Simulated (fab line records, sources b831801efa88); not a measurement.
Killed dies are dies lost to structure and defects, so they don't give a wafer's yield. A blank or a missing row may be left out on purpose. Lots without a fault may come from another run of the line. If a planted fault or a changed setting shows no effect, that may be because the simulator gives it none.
Which tool was responsible? | flow gf180mcu | 11 lots, 33 wafers sampled, at 5 steps of a route of 602

WHAT THE GAUGES SHOWED, per wafer
GF_CONTACT_THK_MEAS_26: measures by xrf.
lot  | measured     | on            | CONTACT_W_THK (nm)
L193 | day 16 06:28 | film metro-04 | 319 314 312
L194 | day 16 17:29 | film metro-04 | 311 306 308
L196 | day 17 10:11 | film metro-04 | 312 308 311
L204 | day 20 20:40 | film metro-03 | 300 299 301
L205 | day 21 02:08 | film metro-03 | 297 307 306
L208 | day 22 01:23 | film metro-03 | 301 311 302
L207 | day 22 05:52 | film metro-03 | 307 300 306
L210 | day 22 13:53 | film metro-03 | 302 297 298
L211 | day 22 23:55 | film metro-04 | 316 311 319
L213 | day 24 00:58 | film metro-01 | 311 302 311
L215 | day 24 11:10 | film metro-03 | 309 299 305

GF_V1_THK_MEAS_03.
lot  | measured     | on            | V1_CVD_02_THK (nm)
L193 | day 17 06:22 | film metro-01 | 845 839 851
L194 | day 17 16:37 | film metro-01 | 826 844 834
L196 | day 18 11:13 | film metro-01 | 850 854 857
L204 | day 21 21:41 | film metro-01 | 763 775 797 762 775 796
L205 | day 22 03:39 | film metro-01 | 800 791 801 799 791 801
L208 | day 23 02:08 | film metro-03 | 855 859 864
L207 | day 23 06:21 | film metro-02 | 847 849 865
L210 | day 23 13:47 | film metro-02 | 846 865 863
L211 | day 23 23:43 | film metro-03 | 852 865 852
L213 | day 25 00:08 | film metro-03 | 826 858 853
L215 | day 25 09:59 | film metro-02 | 834 857 852

EACH LOT AND THE TOOL THAT RAN IT (in order: tool; ch and the chambers of the sampled wafers; start)
lot  | GF_M1_SPUTTER_00             | GF_M1_METAL_ETCH_16               | GF_V1_CVD_02
L193 | pvd sputter-03, day 16 06:50 | rie metal-04 ch 0,1, day 17 05:30 | pecvd-04 ch 0,1,2, day 17 06:17
L194 | pvd sputter-02, day 16 17:50 | rie metal-04 ch 0,1, day 17 15:44 | pecvd-02 ch 0,1, day 17 16:32
L196 | pvd sputter-01, day 17 10:32 | rie metal-01 ch 0,1, day 18 10:21 | pecvd-04 ch 0,1, day 18 11:07
L204 | pvd sputter-01, day 20 21:01 | rie metal-04 ch 1, day 21 20:44   | pecvd-02 ch 0,1,2, day 21 21:37
L205 | pvd sputter-02, day 21 02:29 | rie metal-01 ch 1, day 22 02:41   | pecvd-02 ch 1,2, day 22 03:34
L208 | pvd sputter-02, day 22 01:43 | rie metal-03 ch 0,1, day 23 01:17 | pecvd-04 ch 1,2, day 23 02:02
L207 | pvd sputter-01, day 22 06:13 | rie metal-01 ch 0, day 23 05:30   | pecvd-04 ch 0,1, day 23 06:17
L210 | pvd sputter-02, day 22 14:14 | rie metal-03 ch 0,1, day 23 12:56 | pecvd-04 ch 1,2, day 23 13:41
L211 | pvd sputter-03, day 23 00:16 | rie metal-04 ch 0,1, day 23 22:52 | pecvd-03 ch 0,1,2, day 23 23:37
L213 | pvd sputter-03, day 24 01:19 | rie metal-04 ch 0,1, day 24 23:10 | pecvd-04 ch 1,2, day 25 00:03
L215 | pvd sputter-02, day 24 11:42 | rie metal-03 ch 0,1, day 25 09:05 | pecvd-03 ch 0,1,2, day 25 09:54
- GF_M1_SPUTTER_00: material Ti, target thk 37.5 nm, time 150 s.
- GF_M1_METAL_ETCH_16: etches the open film in Cl2/BCl3, stops on SiO2, target depth 627.5 nm, time 104.6 s.
- GF_V1_CVD_02: deposits SiO2 from TEOS, target thk 850 nm, time 94.851 s.

AS READ BY THE TOOLS THEMSELVES (means over the sampled wafers that have a number; for cases with no such wafer, the mark the record gives instead)
GF_M1_SPUTTER_00.
lot  | tool           | chamber pressure pa (Pa) | throttle valve pct (%)
L193 | pvd sputter-03 | 1.901                    | 29.0
L194 | pvd sputter-02 | 1.906                    | 30.3
L196 | pvd sputter-01 | 1.904                    | 29.1
L204 | pvd sputter-01 | 1.900                    | 29.6
L205 | pvd sputter-02 | 1.907                    | 29.9
L208 | pvd sputter-02 | 1.904                    | 29.8
L207 | pvd sputter-01 | 1.905                    | 29.9
L210 | pvd sputter-02 | 1.903                    | 30.6
L211 | pvd sputter-03 | 1.904                    | 30.3
L213 | pvd sputter-03 | 1.904                    | 30.3
L215 | pvd sputter-02 | 1.903                    | 30.6

GF_M1_METAL_ETCH_16.
lot  | tool         | drypump motor current A (A) | oes product au (a.u.) | throttle valve pct (%)
L193 | rie metal-04 | 5.6                         | 0.973                 | 28.261
L194 | rie metal-04 | 5.6                         | 0.973                 | 28.244
L196 | rie metal-01 | 5.8                         | 0.967                 | 28.250
L204 | rie metal-04 | 5.3                         | 0.968                 | 28.254
L205 | rie metal-01 | 5.9                         | 0.970                 | 28.258
L208 | rie metal-03 | 6.0                         | 0.975                 | 28.251
L207 | rie metal-01 | 5.8                         | 0.968                 | 28.256
L210 | rie metal-03 | 6.1                         | 0.984                 | 28.240
L211 | rie metal-04 | 5.4                         | 0.979                 | 28.251
L213 | rie metal-04 | 5.5                         | 0.972                 | 28.249
L215 | rie metal-03 | 6.0                         | 0.980                 | 28.245

GF_V1_CVD_02.
lot  | tool     | heater power w (W) | run length s (s)
L193 | pecvd-04 | 618                | 122.7
L194 | pecvd-02 | 643                | 122.8
L196 | pecvd-04 | 681                | 123.1
L204 | pecvd-02 | 737                | 114.9
L205 | pecvd-02 | 733                | 114.0
L208 | pecvd-04 | 614                | 122.1
L207 | pecvd-04 | 631                | 122.6
L210 | pecvd-04 | 554                | 122.1
L211 | pecvd-03 | 726                | 122.3
L213 | pecvd-04 | 623                | 122.2
L215 | pecvd-03 | 728                | 122.5

THE ANSWER, worked out from the rows above alone
Rule: the usual values come from the lots themselves. Put in order of their means at a reading, lots are off if they are a third of the lots or fewer, leave a main group of 4 or more, and stand apart from it by a gap of 3 or more times the standard deviation of the main group's means; of several such gaps the widest counts. A main group whose means are all the same, to the digits that the tables above print for the reading, isn't used. A lot without any number at a reading at which 4 lots or more have one is off too. All remaining lots with rows at the step are treated as sound. After the gauges, taken in route order, come the tools' own readings; for these a lot's mean is taken, as printed above. The first step at which some lot is off is used, and at that step the reading that is off furthest; a lot without a number counts as furthest.
Off: L204, L205, at GF_V1_THK_MEAS_03 (V1_CVD_02_THK). The main group has a mean of 850 nm with a standard deviation of 7.5.
A tool fits if, at a process step before that reading, it ran every lot that is off, and no sound lot after the first of them. Not tried: the gauges at GF_V1_THK_MEAS_03; whatever is off there is also off at GF_V1_CVD_02, on other tools, and gauge error can't account for it. One fits: pecvd-02 at GF_V1_CVD_02. A fault onset in the window from L194 (day 17 16:32, its last sound lot) to L204 (day 21 21:37, its first lot off) fits.
On the lots that are off, the tool's own readings at GF_V1_CVD_02 differ by more than 5 times the standard deviation of the sound lots' means, which bears it out; run length s reads 114.5 s there versus 122.5 s on the sound lots.

WHAT THE SIMULATOR HAD INSERTED
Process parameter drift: pecvd-02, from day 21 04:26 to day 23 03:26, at GF_V1_CVD_02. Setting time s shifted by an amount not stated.
Lots struck among those shown: L204, L205. The same result came from the rule above.
